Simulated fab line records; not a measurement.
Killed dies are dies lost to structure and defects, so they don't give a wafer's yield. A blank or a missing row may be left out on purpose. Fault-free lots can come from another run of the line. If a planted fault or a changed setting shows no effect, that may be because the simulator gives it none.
Comparing a struck lot with a sound one :: flow gf180mcu :: 14 steps out of a route of 602
Sound: the wafers L211.1, L211.2, L211.4. Wafers L215.1, L215.2, L215.5 were the ones struck. The cause is named last.
For every step that has rows: the tool of each side, followed by ch and its chambers, followed by its first start. Under that, the readings that differ: sound wafers :: struck wafers :: difference of the means :: sigmas: that difference in standard deviations of wafers without a fault.
alike: same words and numbers on both sides, and readings whose means sit less than 2 such deviations apart. not compared: any withheld reading, any reading some wafer has no value for, any bound like >300 that may hide the same value, and any number with overlapping values for which the record gives no deviation.
Wherever a step has rows on one side only, a row that says differs or no value, or a row with sigmas, the two part there. Numbers that don't overlap but have no deviation are shown without sigmas and don't part them. A reading that every wafer of one side lacks parts them only if that side has two wafers or more.

first, 1 step without rows for these wafers: GF_V1_CMP_26 (polishes, stops on SiO2, t overpolish 15 s, target thk 0 nm).
GF_M2_SPUTTER_00: material Ti, target thk 37.5 nm, time 150 s.
  sound on pvd sputter-01 at day 20 03:41; struck on pvd sputter-03 at day 21 18:14
  alike: substrate temp c, throttle valve pct
GF_M2_SPUTTER_01: material TiN, target thk 30 nm, time 25 s.
  sound on pvd sputter-01 at day 20 03:47; struck on pvd sputter-03 at day 21 18:20
  alike: throttle valve pct
GF_M2_SPUTTER_02: material AlCu, target thk 450 nm, time 23.9 s.
  sound on pvd sputter-01 at day 20 03:49; struck on pvd sputter-03 at day 21 18:22
  alike: throttle valve pct
GF_M2_SPUTTER_03: material Ti, target thk 10 nm, time 6.7 s.
  sound on pvd sputter-01 at day 20 03:51; struck on pvd sputter-03 at day 21 18:24
  alike: substrate temp c, throttle valve pct
GF_M2_SPUTTER_04: material TiN, target thk 50 nm, time 41.7 s.
  sound on pvd sputter-01 at day 20 03:52; struck on pvd sputter-03 at day 21 18:25
  alike: throttle valve pct
GF_M2_RS_MEAS_05: uses a four-point probe to measure.
  sound on film metro-01 at day 20 03:55; struck on film metro-03 at day 21 18:28
  alike: M2_ALCU_RS
GF_M2_THK_MEAS_06: measures by xrf.
  sound on film metro-01 at day 20 04:02; struck on film metro-03 at day 21 18:35
  alike: M2_ALCU_THK
then, 4 steps without rows for these wafers: GF_M2_DEHYDRATE_07 (time 60 s); GF_M2_HMDS_08 (prime time 60 s); GF_M2_COAT_09 (resist thk 1000 nm); GF_M2_SOFTBAKE_10 (time 60 s).
GF_M2_EXPOSE_11: exposes mask Metal2, target cd 280 nm.
  sound on krf scanner-02 ch 0, day 20 15:38; struck on krf scanner-02, day 22 06:06
  no value came back on the struck wafers for exposure dose mJ cm2, focus offset nm (nm); on the sound wafers exposure dose mJ cm2 reads 28.022 28.028 28.041
  alike: mask
then, 1 step without rows for these wafers: GF_M2_PEB_12 (peb time 90 s).

## WHERE THEY PART
GF_M2_EXPOSE_11 only, going by this record.

WHY: whatever the simulator had introduced
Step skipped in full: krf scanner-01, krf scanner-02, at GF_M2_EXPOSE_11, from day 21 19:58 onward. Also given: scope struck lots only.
